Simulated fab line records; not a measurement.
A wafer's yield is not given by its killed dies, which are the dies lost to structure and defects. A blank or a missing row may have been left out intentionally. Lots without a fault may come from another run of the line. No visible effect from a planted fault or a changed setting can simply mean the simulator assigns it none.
Which tool did it? :: flow sfq_line :: 13 lots with 39 wafers sampled at 5 steps, on a route of 325 steps

WHAT THE GAUGES READ, wafer by wafer
SFQ_M1_OVL_MEAS_911.
lot: L619
measured: day 21 02:02
on: overlay-02
M1_OVL (nm): 0 7 0

lot: L620
measured: day 21 08:01
on: overlay-01
M1_OVL (nm): 2 4 2

lot: L621
measured: day 22 01:24
on: overlay-02
M1_OVL (nm): 6 10 11

lot: L623
measured: day 22 15:14
on: overlay-01
M1_OVL (nm): -2 3 1

lot: L624
measured: day 23 09:53
on: overlay-01
M1_OVL (nm): 6 6 2

lot: L625
measured: day 24 21:53
on: overlay-01
M1_OVL (nm): -6 5 -2

lot: L630
measured: day 26 20:17
on: overlay-01
M1_OVL (nm): -1 -7 -3

lot: L631
measured: day 26 21:29
on: overlay-01
M1_OVL (nm): -3 -4 -4

lot: L633
measured: day 26 23:52
on: overlay-01
M1_OVL (nm): 0 7 -4

lot: L636
measured: day 27 03:29
on: overlay-02
M1_OVL (nm): -1 2 3

lot: L637
measured: day 27 04:41
on: overlay-02
M1_OVL (nm): 8 3 6

lot: L641
measured: day 27 09:28
on: overlay-02
M1_OVL (nm): -6 -8 -4

lot: L642
measured: day 27 11:52
on: overlay-02
M1_OVL (nm): 2 -2 0

WHAT TOOL EACH LOT RAN ON (gives the tool, then ch and the chambers of the sampled wafers, and finally the start)
lot: L619
SFQ_TRILAYER_M0_STRIP_STRIP_025: rie_metal-02 ch 0,1, day 10 07:41
SFQ_TRILAYER_I0_CMP_CMP_028: cmp-02 ch 0,3, day 10 09:03
SFQ_TRILAYER_I0_METRO_MEASURE_029: film_metro-03, day 10 11:52
SFQ_TRILAYER_I0_VIA_ETCH_VIA_ETCH_034: rie_diel-03 ch 0,3, day 14 21:34

lot: L620
SFQ_TRILAYER_M0_STRIP_STRIP_025: rie_metal-03 ch 0,1, day 10 11:17
SFQ_TRILAYER_I0_CMP_CMP_028: cmp-01 ch 0,1,2, day 10 12:40
SFQ_TRILAYER_I0_METRO_MEASURE_029: film_metro-02, day 10 15:47
SFQ_TRILAYER_I0_VIA_ETCH_VIA_ETCH_034: rie_diel-03 ch 2,3, day 15 02:49

lot: L621
SFQ_TRILAYER_M0_STRIP_STRIP_025: rie_metal-03 ch 0,1, day 10 22:05
SFQ_TRILAYER_I0_CMP_CMP_028: cmp-02 ch 0,1,2, day 10 23:26
SFQ_TRILAYER_I0_METRO_MEASURE_029: film_metro-02, day 11 02:16
SFQ_TRILAYER_I0_VIA_ETCH_VIA_ETCH_034: rie_diel-01 ch 0,3, day 15 18:25

lot: L623
SFQ_TRILAYER_M0_STRIP_STRIP_025: rie_metal-03 ch 0, day 11 10:52
SFQ_TRILAYER_I0_CMP_CMP_028: cmp-01 ch 0,3, day 11 15:16
SFQ_TRILAYER_I0_METRO_MEASURE_029: film_metro-03, day 11 18:29
SFQ_TRILAYER_I0_VIA_ETCH_VIA_ETCH_034: rie_diel-01 ch 0,1,2, day 16 04:08

lot: L624
SFQ_TRILAYER_M0_STRIP_STRIP_025: rie_metal-02 ch 0,1, day 11 22:05
SFQ_TRILAYER_I0_CMP_CMP_028: cmp-01 ch 1,2,3, day 12 02:46
SFQ_TRILAYER_I0_METRO_MEASURE_029: film_metro-03, day 12 05:53
SFQ_TRILAYER_I0_VIA_ETCH_VIA_ETCH_034: rie_diel-02 ch 1,2,3, day 16 19:52

lot: L625
SFQ_TRILAYER_M0_STRIP_STRIP_025: rie_metal-03 ch 0,1, day 12 08:53
SFQ_TRILAYER_I0_CMP_CMP_028: cmp-02 ch 0,1,3, day 12 13:35
SFQ_TRILAYER_I0_METRO_MEASURE_029: film_metro-04, day 12 16:42
SFQ_TRILAYER_I0_VIA_ETCH_VIA_ETCH_034: rie_diel-02 ch 0,1, day 18 00:41

lot: L630
SFQ_TRILAYER_M0_STRIP_STRIP_025: rie_metal-03 ch 1, day 13 21:06
SFQ_TRILAYER_I0_CMP_CMP_028: cmp-01 ch 0,2,3, day 13 23:10
SFQ_TRILAYER_I0_METRO_MEASURE_029: film_metro-04, day 14 01:41
SFQ_TRILAYER_I0_VIA_ETCH_VIA_ETCH_034: rie_diel-02 ch 1,2,3, day 20 01:34

lot: L631
SFQ_TRILAYER_M0_STRIP_STRIP_025: rie_metal-02 ch 0,1, day 13 22:55
SFQ_TRILAYER_I0_CMP_CMP_028: cmp-02 ch 0,1,3, day 13 23:46
SFQ_TRILAYER_I0_METRO_MEASURE_029: film_metro-02, day 14 03:05
SFQ_TRILAYER_I0_VIA_ETCH_VIA_ETCH_034: rie_diel-01 ch 0,2,3, day 20 04:30

lot: L633
SFQ_TRILAYER_M0_STRIP_STRIP_025: rie_metal-04 ch 0,1, day 15 04:10
SFQ_TRILAYER_I0_CMP_CMP_028: cmp-02 ch 0,1,2, day 15 05:01
SFQ_TRILAYER_I0_METRO_MEASURE_029: film_metro-02, day 15 08:08
SFQ_TRILAYER_I0_VIA_ETCH_VIA_ETCH_034: rie_diel-02 ch 1,2, day 21 12:54

lot: L636
SFQ_TRILAYER_M0_STRIP_STRIP_025: rie_metal-04 ch 0,1, day 16 12:53
SFQ_TRILAYER_I0_CMP_CMP_028: cmp-01 ch 0,3, day 16 14:02
SFQ_TRILAYER_I0_METRO_MEASURE_029: film_metro-03, day 16 17:16
SFQ_TRILAYER_I0_VIA_ETCH_VIA_ETCH_034: rie_diel-01 ch 0,2,3, day 23 07:37

lot: L637
SFQ_TRILAYER_M0_STRIP_STRIP_025: rie_metal-02 ch 0,1, day 16 23:37
SFQ_TRILAYER_I0_CMP_CMP_028: cmp-01 ch 1,2,3, day 17 00:58
SFQ_TRILAYER_I0_METRO_MEASURE_029: film_metro-02, day 17 03:47
SFQ_TRILAYER_I0_VIA_ETCH_VIA_ETCH_034: rie_diel-02 ch 1,2,3, day 23 19:34

lot: L641
SFQ_TRILAYER_M0_STRIP_STRIP_025: rie_metal-04 ch 0,1, day 19 09:59
SFQ_TRILAYER_I0_CMP_CMP_028: cmp-01 ch 0,1,3, day 19 12:01
SFQ_TRILAYER_I0_METRO_MEASURE_029: film_metro-03, day 19 14:08
SFQ_TRILAYER_I0_VIA_ETCH_VIA_ETCH_034: rie_diel-01 ch 1,3, day 26 03:34

lot: L642
SFQ_TRILAYER_M0_STRIP_STRIP_025: rie_metal-04 ch 1, day 19 18:34
SFQ_TRILAYER_I0_CMP_CMP_028: cmp-02 ch 0,1,3, day 19 20:12
SFQ_TRILAYER_I0_METRO_MEASURE_029: film_metro-04, day 19 23:19
SFQ_TRILAYER_I0_VIA_ETCH_VIA_ETCH_034: rie_diel-01 ch 0,1,2, day 26 19:29
- SFQ_TRILAYER_M0_STRIP_STRIP_025: strips in O2.
- SFQ_TRILAYER_I0_CMP_CMP_028: polishes SiO2.
- SFQ_TRILAYER_I0_METRO_MEASURE_029
- SFQ_TRILAYER_I0_VIA_ETCH_VIA_ETCH_034: etches SiO2 in CHF3, stops on Nb, target depth 260 nm.

WHAT THE TOOLS THEMSELVES READ (means of the sampled wafers that have a number; where no wafer has one, the mark that the record gives instead)
SFQ_TRILAYER_M0_STRIP_STRIP_025.
lot: L619
tool: rie_metal-02
drypump_motor_current_A (A): 6.7
oes_product_au (a.u.): 1.015
platen_temp_c (C): 39.93

lot: L620
tool: rie_metal-03
drypump_motor_current_A (A): 6.0
oes_product_au (a.u.): 0.995
platen_temp_c (C): 39.94

lot: L621
tool: rie_metal-03
drypump_motor_current_A (A): 6.0
oes_product_au (a.u.): 0.998
platen_temp_c (C): 40.01

lot: L623
tool: rie_metal-03
drypump_motor_current_A (A): 5.5
oes_product_au (a.u.): 1.003
platen_temp_c (C): 40.02

lot: L624
tool: rie_metal-02
drypump_motor_current_A (A): 6.5
oes_product_au (a.u.): 1.007
platen_temp_c (C): 40.13

lot: L625
tool: rie_metal-03
drypump_motor_current_A (A): 6.0
oes_product_au (a.u.): 1.006
platen_temp_c (C): 39.99

lot: L630
tool: rie_metal-03
drypump_motor_current_A (A): 6.3
oes_product_au (a.u.): 0.998
platen_temp_c (C): 40.08

lot: L631
tool: rie_metal-02
drypump_motor_current_A (A): 6.5
oes_product_au (a.u.): 0.987
platen_temp_c (C): 39.99

lot: L633
tool: rie_metal-04
drypump_motor_current_A (A): 5.9
oes_product_au (a.u.): 0.993
platen_temp_c (C): 40.05

lot: L636
tool: rie_metal-04
drypump_motor_current_A (A): 5.9
oes_product_au (a.u.): 1.001
platen_temp_c (C): 40.12

lot: L637
tool: rie_metal-02
drypump_motor_current_A (A): 6.5
oes_product_au (a.u.): 0.999
platen_temp_c (C): 39.91

lot: L641
tool: rie_metal-04
drypump_motor_current_A (A): 6.0
oes_product_au (a.u.): 1.001
platen_temp_c (C): 39.95

lot: L642
tool: rie_metal-04
drypump_motor_current_A (A): 6.3
oes_product_au (a.u.): 0.996
platen_temp_c (C): 39.93

SFQ_TRILAYER_I0_CMP_CMP_028.
lot: L619
tool: cmp-02
motor_current_A (A): 10.3
time_to_endpoint_s (s): 222

lot: L620
tool: cmp-01
motor_current_A (A): 10.9
time_to_endpoint_s (s): 219

lot: L621
tool: cmp-02
motor_current_A (A): 10.7
time_to_endpoint_s (s): 212

lot: L623
tool: cmp-01
motor_current_A (A): 10.6
time_to_endpoint_s (s): 215

lot: L624
tool: cmp-01
motor_current_A (A): 10.1
time_to_endpoint_s (s): 222

lot: L625
tool: cmp-02
motor_current_A (A): 10.6
time_to_endpoint_s (s): 222

lot: L630
tool: cmp-01
motor_current_A (A): 10.2
time_to_endpoint_s (s): 209

lot: L631
tool: cmp-02
motor_current_A (A): 10.6
time_to_endpoint_s (s): 214

lot: L633
tool: cmp-02
motor_current_A (A): 10.8
time_to_endpoint_s (s): 253

lot: L636
tool: cmp-01
motor_current_A (A): 10.3
time_to_endpoint_s (s): 211

lot: L637
tool: cmp-01
motor_current_A (A): 10.3
time_to_endpoint_s (s): 208

lot: L641
tool: cmp-01
motor_current_A (A): 10.1
time_to_endpoint_s (s): 211

lot: L642
tool: cmp-02
motor_current_A (A): 10.7
time_to_endpoint_s (s): 213

SFQ_TRILAYER_I0_METRO_MEASURE_029.
lot: L619
tool: film_metro-03
thk_nm (nm): 201.3

lot: L620
tool: film_metro-02
thk_nm (nm): 200.3

lot: L621
tool: film_metro-02
thk_nm (nm): 200.2

lot: L623
tool: film_metro-03
thk_nm (nm): 199.2

lot: L624
tool: film_metro-03
thk_nm (nm): 201.4

lot: L625
tool: film_metro-04
thk_nm (nm): 200.7

lot: L630
tool: film_metro-04
thk_nm (nm): 199.6

lot: L631
tool: film_metro-02
thk_nm (nm): 200.4

lot: L633
tool: film_metro-02
thk_nm (nm): 270.3

lot: L636
tool: film_metro-03
thk_nm (nm): 200.6

lot: L637
tool: film_metro-02
thk_nm (nm): 199.7

lot: L641
tool: film_metro-03
thk_nm (nm): 199.2

lot: L642
tool: film_metro-04
thk_nm (nm): 201.3

SFQ_TRILAYER_I0_VIA_ETCH_VIA_ETCH_034.
lot: L619
tool: rie_diel-03
drypump_motor_current_A (A): 5.4
oes_product_au (a.u.): 0.856

lot: L620
tool: rie_diel-03
drypump_motor_current_A (A): 5.8
oes_product_au (a.u.): 0.855

lot: L621
tool: rie_diel-01
drypump_motor_current_A (A): 6.1
oes_product_au (a.u.): 0.856

lot: L623
tool: rie_diel-01
drypump_motor_current_A (A): 5.7
oes_product_au (a.u.): 0.853

lot: L624
tool: rie_diel-02
drypump_motor_current_A (A): 5.8
oes_product_au (a.u.): 0.857

lot: L625
tool: rie_diel-02
drypump_motor_current_A (A): 6.1
oes_product_au (a.u.): 0.857

lot: L630
tool: rie_diel-02
drypump_motor_current_A (A): 5.8
oes_product_au (a.u.): 0.854

lot: L631
tool: rie_diel-01
drypump_motor_current_A (A): 5.8
oes_product_au (a.u.): 0.853

lot: L633
tool: rie_diel-02
drypump_motor_current_A (A): 5.7
oes_product_au (a.u.): 0.951

lot: L636
tool: rie_diel-01
drypump_motor_current_A (A): 5.8
oes_product_au (a.u.): 0.856

lot: L637
tool: rie_diel-02
drypump_motor_current_A (A): 5.9
oes_product_au (a.u.): 0.855

lot: L641
tool: rie_diel-01
drypump_motor_current_A (A): 6.3
oes_product_au (a.u.): 0.852

lot: L642
tool: rie_diel-01
drypump_motor_current_A (A): 5.7
oes_product_au (a.u.): 0.856

THE ANSWER, worked out from the rows above alone
Rule: usual is defined by the lots themselves. The widest of any qualifying gaps counts: lots, ordered by their means at a reading, are off when they make up no more than a third of the lots, leave a main group of 4 or more, and stand apart from it by 3 or more times the standard deviation of that group's means. Not used: any main group whose means are identical at the precision the tables above print for the reading. A lot without any number at a reading at which 4 lots or more have one is off too. Any other lot the step has rows for is counted as sound. First the gauges in route order, then the tools' own readings, where a lot's mean is used as printed above. The first step at which some lot is off is used, and at that step the reading that is off furthest; a lot without a number counts as furthest.
Off at SFQ_TRILAYER_I0_CMP_CMP_028 (time_to_endpoint_s): L633. For the main group the mean is 215 s and the standard deviation 4.9.
A tool fits if, at that step or a process step before it, it ran every lot that is off, and no sound lot after the first of them. Not one of the candidates tried fits.

WHAT WAS PUT IN BY THE SIMULATOR
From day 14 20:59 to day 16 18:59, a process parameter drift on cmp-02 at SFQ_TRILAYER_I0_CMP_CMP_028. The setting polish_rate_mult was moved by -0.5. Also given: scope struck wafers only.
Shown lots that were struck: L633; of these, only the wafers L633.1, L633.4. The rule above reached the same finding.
